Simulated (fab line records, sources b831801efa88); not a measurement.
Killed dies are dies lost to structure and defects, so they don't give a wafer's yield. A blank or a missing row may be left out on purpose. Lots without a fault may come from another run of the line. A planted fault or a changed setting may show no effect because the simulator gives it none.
Problem report in the 8D (eight disciplines) form, filled by code | flow gf180mcu | the parts of the form that need people (team, actions taken, sign-off) are left out

1. THE PROBLEM
NSD_RS at GF_PSD_RS_MEAS_14 reads a mean of 45.31 ohm/sq on 6 wafers of 2 lots; wafers without a fault read 46.19 ohm/sq with a standard deviation of 0.084. That is -10 standard deviations from the usual mean.
The step: measures by four-point-probe.
First seen on wafer L850.2, day 16 07:53, on film_metro-03. The record holds 33 wafers of 11 lots with a number at this step. Rule for "out", or "out of limits": more than 4 standard deviations from the usual mean. The other wafers with a number count as sound.

2. WHAT IT IS AND WHAT IT IS NOT
question                    | is                     | is not
which readings at this step | NSD_RS                 | -
which lots                  | L850, L854             | L846, L852, L861, L862, L863, L864, L865, L866, L867
which wafers of those lots  | all that have a number | -
read on which gauges        | film_metro-03          | film_metro-01, film_metro-02
when                        | from day 16 07:53      | up to then (3 sound wafers); but 24 sound wafers of L852, L861, L862, L863, L864, L865, L866, L867 came after

3. SUSPECTS, AND WHAT RULES EACH OUT
Counting: a tool at a process step up to the reading stays a suspect if it ran every lot that is out and no sound lot after the first of them.
- the gauge at GF_PSD_RS_MEAS_14: ruled out. All the wafers that are out were read on film_metro-03, but those of them that GF_NSD_IMPLANT_09 has rows for are out there too, on other tools.
- implanter-03 at GF_NSD_IMPLANT_09: ruled out as a lasting fault. Sound lots L862, L865, L866 ran on it after its first lot that is out, L850 (day 15 09:06).
Left after counting: nothing in the record.

4. THE CAUSE (what the simulator had put in)
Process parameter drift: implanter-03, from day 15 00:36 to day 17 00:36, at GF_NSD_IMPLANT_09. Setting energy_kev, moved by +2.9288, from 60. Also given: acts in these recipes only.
Counting ruled it out, wrongly: the rule takes a fault to strike every lot that its tool runs from its start on, and this one did not.

5. THE CHAIN OF EFFECTS, in route order
Each row: a reading whose mean over the struck wafers that have a number lies more than 3 standard deviations from the usual. Only readings for which the record gives a usual standard deviation are gone through. hours: the time from each lot's start at the first step in this table that gives one to its start at this step, as a median over the lots. sigmas: the change in usual standard deviations.
hours | step              | reading                  | usual        | on struck wafers | change | sigmas
0     | GF_NSD_IMPLANT_09 | beam_energy_keV          | 60.003       | 62.941           | +2.938 | +99 or more
0     | GF_NSD_STRIP_11   | strip_time_to_endpoint_s | 22.96 s      | 23.34            | +0.38  | +10
23    | GF_PSD_RS_MEAS_14 | NSD_RS                   | 46.19 ohm/sq | 45.31            | -0.88  | -10
The process steps in it:
- GF_NSD_IMPLANT_09
- GF_NSD_STRIP_11: strips in O2/N2.

6. WHAT WOULD HAVE CAUGHT IT SOONER
In this record the first reading out of limits at a measuring or inspecting step was taken at day 16 07:53, 31 hours after the fault began at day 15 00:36.
The tool's own readings at GF_NSD_IMPLANT_09 were out on every struck wafer that the step has a row for (beam_energy_keV): an alarm limit on them would have fired on the first of those.
